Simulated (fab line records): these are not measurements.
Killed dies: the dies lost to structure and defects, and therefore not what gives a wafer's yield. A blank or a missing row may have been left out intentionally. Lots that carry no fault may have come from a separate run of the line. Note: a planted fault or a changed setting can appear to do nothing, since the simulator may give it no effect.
The tool behind it: which one? :: flow sky130 :: Sampling: 6 lots, 18 wafers, 2 of 708 route steps

## WHAT THE GAUGES SHOWED, per wafer
SKY_NWELL_RS_MEAS_31: the measuring method here is four-point-probe.
lot: L547
measured: day 6 15:14
on: film-metro-04
PWDE_RS (ohm/sq): 5280 5298 5312

lot: L551
measured: day 7 13:25
on: film-metro-03
PWDE_RS (ohm/sq): 5220 5249 5237

lot: L556
measured: day 8 20:41
on: film-metro-02
PWDE_RS (ohm/sq): 5282 5303 5308

lot: L558
measured: day 9 12:05
on: film-metro-03
PWDE_RS (ohm/sq): 5405 5420 5378

lot: L560
measured: day 9 19:04
on: film-metro-03
PWDE_RS (ohm/sq): 5392 5388 5375

lot: L565
measured: day 11 08:35
on: film-metro-03
PWDE_RS (ohm/sq): 5291 5278 5281

## EACH LOT AND THE TOOL THAT RAN IT (in order: tool; ch and the chambers of the sampled wafers; start)
lot: L547
SKY_PWDE_IMPLANT_08: implanter-04 ch 0, day 5 00:52

lot: L551
SKY_PWDE_IMPLANT_08: implanter-03 ch 0, day 5 23:01

lot: L556
SKY_PWDE_IMPLANT_08: implanter-04 ch 0, day 7 03:45

lot: L558
SKY_PWDE_IMPLANT_08: implanter-04 ch 0, day 7 16:45

lot: L560
SKY_PWDE_IMPLANT_08: implanter-04 ch 0, day 8 00:20

lot: L565
SKY_PWDE_IMPLANT_08: implanter-01 ch 0, day 9 09:23
- SKY_PWDE_IMPLANT_08

## THE ANSWER, worked out from the rows above alone
Rule: usual is defined by the lots themselves. The widest of any qualifying gaps counts: lots, ordered by their means at a reading, are off when they make up no more than a third of the lots, leave a main group of 4 or more, and stand apart from it by 3 or more times the standard deviation of that group's means. A main group whose means are all the same, to the digits that the tables above print for the reading, isn't used. A lot without any number at a reading at which 4 lots or more have one is off too. The other lots that the step has rows for count as sound.
Off: at SKY_NWELL_RS_MEAS_31 (PWDE_RS), L558, L560. The main group has a mean of 5278 ohm/sq with a standard deviation of 25.
A tool fits if, at a process step before that reading, it ran every lot that is off, and no sound lot after the first of them. The gauges at SKY_NWELL_RS_MEAS_31 are tried like those tools. One fits: implanter-04 at SKY_PWDE_IMPLANT_08. Its last sound lot is L556 (day 7 03:45), its first lot that is off L558 (day 7 16:45): a fault that began between those two fits.

## WHAT THE SIMULATOR HAD INSERTED
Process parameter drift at SKY_PWDE_IMPLANT_08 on implanter-04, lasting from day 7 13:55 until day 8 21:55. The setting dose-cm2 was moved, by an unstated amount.
Struck lots among those shown: L558, L560. The rule above found the same.
